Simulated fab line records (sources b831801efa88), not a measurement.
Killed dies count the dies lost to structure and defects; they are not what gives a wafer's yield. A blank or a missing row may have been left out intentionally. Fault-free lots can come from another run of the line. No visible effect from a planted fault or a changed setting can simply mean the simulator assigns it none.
Comparing a struck lot with a sound one | flow sky130 | 17 steps out of a route of 708
Sound: wafers L943.1, L943.5, L943.6. Struck: wafers L954.1, L954.4, L954.6. The cause comes at the end.
At each step with rows: each side's tool, then ch and its chambers, then its first start. Under that, the readings that differ: sound wafers | struck wafers | difference of the means | sigmas: that difference in standard deviations of wafers without a fault.
alike: readings whose means differ by less than 2 such deviations, and words and numbers that are the same on both sides. not compared: withheld readings, readings that some wafer has no value for, bounds like >300 that may hide the same value, and numbers for which the record gives no deviation and whose values overlap.
The two part at a step that has a row with sigmas, a row that says differs or no value, or rows on one side only. Numbers that have no deviation but don't overlap get no sigmas and don't part them. Lack of a reading on every wafer of one side parts them only where that side has two or more wafers.

first, 1 step without rows for these wafers: SKY_VT_ADJUST_LVTN_IMPLANT_19.
SKY_VT_ADJUST_LVTN_STRIP_20: strips in O2/N2.
  sound on plasma asher-02 ch 0,1, day 10 12:59; struck on plasma asher-04 ch 0,1, day 13 20:07
  reading                      | sound             | struck            | difference | sigmas
  drypump motor current A (A)  | 6.3 6.4 6.3       | 5.2 5.1 5.1       | -1.2       | -2
  strip time to endpoint s (s) | 14.24 14.18 14.19 | 14.09 14.07 14.13 | -0.11      | -3
  alike: n2 flow sccm, o2 flow sccm, oes product au
  not compared: rf hours counter h
SKY_VT_ADJUST_LVTN_TW_MEAS_21:
  sound on film metro-02 at day 10 13:05; struck on film metro-01 at day 13 20:13
  alike: VT_ADJUST_LVTN_2_TW
then, 7 steps without rows for these wafers: SKY_VT_ADJUST_NCORE_DEHYDRATE_00 (time 60 s); SKY_VT_ADJUST_NCORE_HMDS_01 (prime time 60 s); SKY_VT_ADJUST_NCORE_COAT_02 (resist thk 1140 nm); SKY_VT_ADJUST_NCORE_SOFTBAKE_03 (time 60 s); SKY_VT_ADJUST_NCORE_EXPOSE_04 (exposes mask LVTN COMPLEMENT THIN, target cd 380 nm); SKY_VT_ADJUST_NCORE_PEB_05; SKY_VT_ADJUST_NCORE_DEVELOP_06 (develop time 60 s).
SKY_VT_ADJUST_NCORE_CD_MEAS_07: target cd 380 nm.
  sound on cd sem-02 at day 11 12:32; struck on cd sem-02 at day 14 23:08
  alike: cd nm
SKY_VT_ADJUST_NCORE_OVL_MEAS_08:
  sound on overlay-02 at day 11 12:40; struck on overlay-02 at day 14 23:16
  alike: VT_ADJUST_NCORE_OVL
SKY_VT_ADJUST_NCORE_IMPLANT_09:
  sound on implanter-04 ch 0, day 11 12:43; struck on implanter-04 ch 0, day 14 23:37
SKY_VT_ADJUST_NCORE_STRIP_10: strips in O2/N2.
  sound on plasma asher-01 ch 0,1, day 11 12:52; struck on plasma asher-04 ch 1, day 14 23:46
  alike: drypump motor current A, n2 flow sccm, o2 flow sccm, oes product au, strip time to endpoint s
  not compared: rf hours counter h
SKY_VT_ADJUST_NCORE_TW_MEAS_11:
  sound on film metro-04 at day 11 12:58; struck on film metro-04 at day 15 00:05
  reading            | sound             | struck            | difference | sigmas
  VT_ADJUST_NCORE_TW | 222.1 219.6 222.0 | 270.9 269.3 268.7 | +48.4      | +35
then, 1 step without rows for these wafers: SKY_VT_ADJUST_HVTR_DEHYDRATE_00 (time 60 s).
SKY_PAD_OPEN_PROBE_99:
  the record holds rows for the sound wafers here (prober-01, day 48 16:11) but none for the struck ones

WHERE THEY PART
First at SKY_VT_ADJUST_LVTN_STRIP_20; last, within this record, at SKY_PAD_OPEN_PROBE_99.

WHY: whatever the simulator had introduced
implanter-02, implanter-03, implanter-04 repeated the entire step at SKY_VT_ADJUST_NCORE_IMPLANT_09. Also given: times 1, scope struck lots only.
